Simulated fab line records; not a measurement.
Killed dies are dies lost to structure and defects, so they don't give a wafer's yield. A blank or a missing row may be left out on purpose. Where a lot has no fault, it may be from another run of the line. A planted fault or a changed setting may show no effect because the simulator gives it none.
Commonality check across tools | flow gf180mcu | 12 lots and 36 wafers in the sample

## REASON IT WAS OPENED
2 of 12 lots carry a flag on the reading CONTACT_W_RS at GF_CONTACT_RS_MEAS_25. No-fault wafers: 0.382 ohm/sq, standard deviation 0.0043.
Rule: a lot is flagged when every wafer of it that has a number lies more than 4 standard deviations from that mean, or none has a number. The other lots count as sound.

lot  | measured     | on            | CONTACT_W_RS (ohm/sq), wafer by wafer | flag
L964 | day 16 08:57 | film_metro-01 | 0.371 0.377 0.377                     |
L965 | day 16 16:25 | film_metro-04 | 0.378 0.382 0.383                     |
L966 | day 17 05:56 | film_metro-02 | 0.380 0.382 0.378                     |
L967 | day 17 06:20 | film_metro-01 | 0.380 0.381 0.383                     |
L969 | day 18 04:43 | film_metro-04 | 43.946 43.137 43.801                  | FLAGGED
L970 | day 18 09:11 | film_metro-01 | 43.640 43.849 43.641                  | FLAGGED
L971 | day 18 21:25 | film_metro-02 | 0.383 0.380 0.381                     |
L980 | day 22 02:34 | film_metro-01 | 0.386 0.386 0.389                     |
L984 | day 23 08:40 | film_metro-01 | 0.381 0.379 0.386                     |
L985 | day 23 16:30 | film_metro-01 | 0.386 0.386 0.391                     |
L986 | day 23 17:43 | film_metro-02 | 0.389 0.388 0.386                     |
L987 | day 24 00:17 | film_metro-04 | 0.377 0.382 0.377                     |
The numbers of the flagged lots are 43.669 ohm/sq on average: +43.287 ohm/sq against the usual, or +99 or more standard deviations.

## TOOL THAT RAN EACH LOT
The record holds 3 process steps before the reading, out of a route of 602 steps. Read each cell as the tool, then ch plus the chambers that the sampled wafers visited, then the start.
lot  | flag    | GF_SALICIDE_RTA_08               | GF_CONTACT_ETCH_16                 | GF_CONTACT_CVD_24
L964 |         | rtp_anneal-01 ch 0, day 15 08:53 | rie_diel-01 ch 1,2,3, day 16 08:14 | cvd_w-02 ch 0,1, day 16 08:50
L965 |         | rtp_anneal-02 ch 0, day 15 16:48 | rie_diel-01 ch 0,1,2, day 16 15:43 | cvd_w-02 ch 0,1, day 16 16:17
L966 |         | rtp_anneal-02 ch 0, day 16 05:40 | rie_diel-04 ch 0,2,3, day 17 05:16 | cvd_w-02 ch 0,1, day 17 05:50
L967 |         | rtp_anneal-02 ch 0, day 16 06:06 | rie_diel-03 ch 1,2, day 17 05:37   | cvd_w-02 ch 0,1, day 17 06:13
L969 | FLAGGED | rtp_anneal-01 ch 0, day 17 03:35 | rie_diel-03 ch 2,3, day 18 04:01   | cvd_w-01 ch 0,1, day 18 04:37
L970 | FLAGGED | rtp_anneal-01 ch 0, day 17 08:34 | rie_diel-01 ch 0,3, day 18 08:26   | cvd_w-01 ch 0,1, day 18 09:05
L971 |         | rtp_anneal-02 ch 0, day 17 20:01 | rie_diel-03 ch 0,1,3, day 18 20:44 | cvd_w-02 ch 0,1, day 18 21:19
L980 |         | rtp_anneal-02 ch 0, day 21 01:40 | rie_diel-01 ch 0,2, day 22 01:53   | cvd_w-01 ch 0,1, day 22 02:28
L984 |         | rtp_anneal-01 ch 0, day 22 06:41 | rie_diel-03 ch 0,1, day 23 07:47   | cvd_w-01 ch 1, day 23 08:31
L985 |         | rtp_anneal-02 ch 0, day 22 18:03 | rie_diel-03 ch 0,1,3, day 23 15:41 | cvd_w-01 ch 0,1, day 23 16:21
L986 |         | rtp_anneal-01 ch 0, day 22 19:34 | rie_diel-03 ch 0,1,2, day 23 17:04 | cvd_w-01 ch 0,1, day 23 17:37
L987 |         | rtp_anneal-01 ch 0, day 23 00:25 | rie_diel-04 ch 1,2,3, day 23 23:35 | cvd_w-01 ch 0,1, day 24 00:11
What is done by these steps:
- GF_SALICIDE_RTA_08: time 30 s.
- GF_CONTACT_ETCH_16: etches BARC in N2/H2.
- GF_CONTACT_CVD_24: deposits W, target thk 300 nm, time 90.339 s.
- GF_CONTACT_RS_MEAS_25: measures by four-point-probe.

## FLAGGED OVER TOTAL, TOOL BY TOOL (the gauges that took the reading come last)
step                  | tool          | lots run | flagged | share of the flagged lots | sound lots run after its first flagged lot
GF_SALICIDE_RTA_08    | rtp_anneal-01 | 6        | 2       | all                       | 3 (L984,L986,L987)
GF_SALICIDE_RTA_08    | rtp_anneal-02 | 6        | 0       | none                      | -
GF_CONTACT_ETCH_16    | rie_diel-01   | 4        | 1       | some                      | 1 (L980)
GF_CONTACT_ETCH_16    | rie_diel-03   | 6        | 1       | some                      | 4 (L971,L984,L985,L986)
GF_CONTACT_ETCH_16    | rie_diel-04   | 2        | 0       | none                      | -
GF_CONTACT_CVD_24     | cvd_w-01      | 7        | 2       | all                       | 5 (L980,L984,L985,L986,L987)
GF_CONTACT_CVD_24     | cvd_w-02      | 5        | 0       | none                      | -
GF_CONTACT_RS_MEAS_25 | film_metro-01 | 6        | 1       | some                      | 3 (L980,L984,L985)
GF_CONTACT_RS_MEAS_25 | film_metro-02 | 3        | 0       | none                      | -
GF_CONTACT_RS_MEAS_25 | film_metro-04 | 3        | 1       | some                      | 1 (L987)

## WHAT THE TABLE PERMITS
In 2 table rows, all flagged lots were run: rtp_anneal-01 (GF_SALICIDE_RTA_08), cvd_w-01 (GF_CONTACT_CVD_24).
- rtp_anneal-01 at GF_SALICIDE_RTA_08: 2 of its 6 lots flagged. Sound lots ran on it after the first flagged one (L984, L986, L987), which a lasting fault on the whole tool wouldn't allow.
- cvd_w-01 at GF_CONTACT_CVD_24: 2 of its 7 lots flagged. Sound lots ran on it after the first flagged one (L980, L984, L985, L986, L987), which a lasting fault on the whole tool wouldn't allow. On the flagged lots its readings are blank where sound lots have values: chamber_pressure_Torr, heater_power_outer_w, heater_power_w.
No row of the table ran every flagged lot and no sound lot after the first.

## WHAT THE SIMULATOR PUT IN
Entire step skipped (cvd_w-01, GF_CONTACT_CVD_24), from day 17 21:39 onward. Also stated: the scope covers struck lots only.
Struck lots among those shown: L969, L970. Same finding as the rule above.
